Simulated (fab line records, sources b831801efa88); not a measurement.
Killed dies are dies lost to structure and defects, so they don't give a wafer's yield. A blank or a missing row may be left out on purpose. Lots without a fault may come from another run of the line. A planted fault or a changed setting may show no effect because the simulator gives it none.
Chamber matching | flow gf180mcu | GF_V1_CMP_26 on cmp-01: 4 sister chambers
The step polishes, stops on SiO2, t overpolish 15 s, target thk 0 nm. 8 wafers are shown with their chamber, then 12 later ones without.

WAFERS WITH THEIR CHAMBER
wafer  | chamber | motor_current_A (A) | time_to_endpoint_s (s)
L087.2 | 1       | 12.7                | 84
L087.4 | 0       | 11.4                | 86
L087.1 | 3       | 12.2                | 90
L087.3 | 2       | 12.2                | 86
L087.5 | 1       | 13.3                | 82
L088.1 | 3       | 12.8                | 82
L088.4 | 0       | 10.9                | 81
L088.6 | 2       | 12.8                | 82

WAFERS WITHOUT THEIR CHAMBER
wafer  | motor_current_A (A) | time_to_endpoint_s (s)
L090.2 | 14.0                | 81
L090.4 | 12.1                | 89
L090.6 | 12.4                | 84
L091.2 | 12.3                | 85
L091.4 | 12.7                | 86
L091.6 | 12.8                | 82
L094.1 | 12.0                | 86
L094.5 | 12.1                | 87
L094.6 | 12.5                | 84
L097.1 | 12.4                | 79
L097.2 | 13.0                | 80
L097.3 | 11.4                | 80

WHICH CHAMBER EACH WENT THROUGH
wafer  | from the rows above               | in truth
L090.2 | can't be placed: 1 or 2 or 3      | 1
L090.4 | can't be placed: 3 or 2 or 1 or 0 | 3
L090.6 | can't be placed: 2 or 3 or 1      | 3
L091.2 | can't be placed: 2 or 3 or 1      | 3
L091.4 | can't be placed: 3 or 2 or 1      | 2
L091.6 | can't be placed: 1 or 2 or 3      | 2
L094.1 | can't be placed: 3 or 2 or 0 or 1 | 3
L094.5 | can't be placed: 3 or 2 or 1 or 0 | 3
L094.6 | can't be placed: 2 or 3 or 1      | 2
L097.1 | can't be placed: 2 or 1 or 3 or 0 | 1
L097.2 | can't be placed: 1 or 2 or 3      | 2
L097.3 | can't be placed: 0 or 2           | 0
Placed correctly: 0 of 12. Can't be placed from these rows: 12 (the true chamber is among the candidates in 12). Placed wrongly: 0.
How it was worked out, from the rows above alone: a wafer's distance from a chamber is the root of the sum, over the readings, of the square of ((its reading less the chamber's mean) divided by the reading's scatter). The wafer belongs to the nearest chamber; if the next one is less than 2 further off, it can't be placed. A chamber's mean is the mean of its shown wafers. The scatter: the root of (the sum of the squares of (reading less its chamber's mean) over the shown wafers, divided by (wafers less chambers)).
